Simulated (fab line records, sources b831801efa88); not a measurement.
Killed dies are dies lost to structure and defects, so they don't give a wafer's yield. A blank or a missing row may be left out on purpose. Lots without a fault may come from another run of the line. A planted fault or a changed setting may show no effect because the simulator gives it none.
A struck lot beside a sound one | flow sky130 | 16 steps out of a route of 708
Sound: wafers L601.2, L601.3, L601.6. Struck: wafers L612.2, L612.3, L612.5. The cause comes at the end.
At each step with rows: each side's tool, then ch and its chambers, then its first start. Under that, the readings that differ: sound wafers | struck wafers | difference of the means | sigmas: that difference in standard deviations of wafers without a fault.
alike: readings whose means differ by less than 2 such deviations, and words and numbers that are the same on both sides. not compared: withheld readings, readings that some wafer has no value for, bounds like >300 that may hide the same value, and numbers for which the record gives no deviation and whose values overlap.
The two part at a step that has a row with sigmas, a row that says differs or no value, or rows on one side only. Numbers that don't overlap but have no deviation are shown without sigmas and don't part them. A reading that every wafer of one side lacks parts them only if that side has two wafers or more.

first, 4 steps without rows for these wafers: SKY_LDD_N_IMPLANT_12; SKY_LDD_N_IMPLANT_13; SKY_LDD_N_IMPLANT_14; SKY_LDD_N_IMPLANT_15.
SKY_LDD_N_STRIP_16: strips in O2/N2.
  sound on plasma_asher-01 ch 0,1, day 17 22:27; struck on plasma_asher-02 ch 1, day 22 07:29
  alike: drypump_motor_current_A, oes_product_au, strip_time_to_endpoint_s
  not compared: rf_hours_counter_h
SKY_LDD_N_TW_MEAS_17:
  sound on film_metro-02, day 17 22:34; struck on film_metro-03, day 22 07:36
  reading  | sound          | struck         | difference | sigmas
  LDD_N_TW | 2622 2634 2632 | 2570 2581 2565 | -57        | -2
then, 6 steps without rows for these wafers: SKY_LDD_P_DEHYDRATE_00 (time 60 s); SKY_LDD_P_HMDS_01 (prime time 60 s); SKY_LDD_P_COAT_02 (resist thk 1159 nm); SKY_LDD_P_SOFTBAKE_03 (time 60 s); SKY_LDD_P_EXPOSE_04 (exposes mask PSDM, target cd 380 nm); SKY_LDD_P_PEB_05.
SKY_LDD_P_DEVELOP_06: develop time 60 s.
  sound on litho_track-03 ch 0, day 19 03:59; struck on litho_track-04 ch 0, day 23 13:01
  reading              | sound             | struck            | difference | sigmas
  developer_temp_C (C) | 22.86 23.06 22.99 | 25.47 25.37 25.10 | +2.34      | +21
SKY_LDD_P_CD_MEAS_07: target cd 380 nm.
  sound on cd_sem-01, day 19 04:08; struck on cd_sem-01, day 23 13:10
  reading    | sound             | struck            | difference | sigmas
  cd_nm (nm) | 379.4 377.5 377.8 | 372.9 373.6 371.9 | -5.4       | -2
SKY_LDD_P_OVL_MEAS_08:
  sound on overlay-02, day 19 04:14; struck on overlay-02, day 23 13:16
  alike: LDD_P_OVL
then, 1 step without rows for these wafers: SKY_PAD_OPEN_PROBE_99.

WHERE THEY PART
First at SKY_LDD_N_TW_MEAS_17; last, within this record, at SKY_LDD_P_CD_MEAS_07. Later steps at which nothing parts them and some readings are alike: SKY_LDD_P_OVL_MEAS_08.

WHY: what the simulator had put in
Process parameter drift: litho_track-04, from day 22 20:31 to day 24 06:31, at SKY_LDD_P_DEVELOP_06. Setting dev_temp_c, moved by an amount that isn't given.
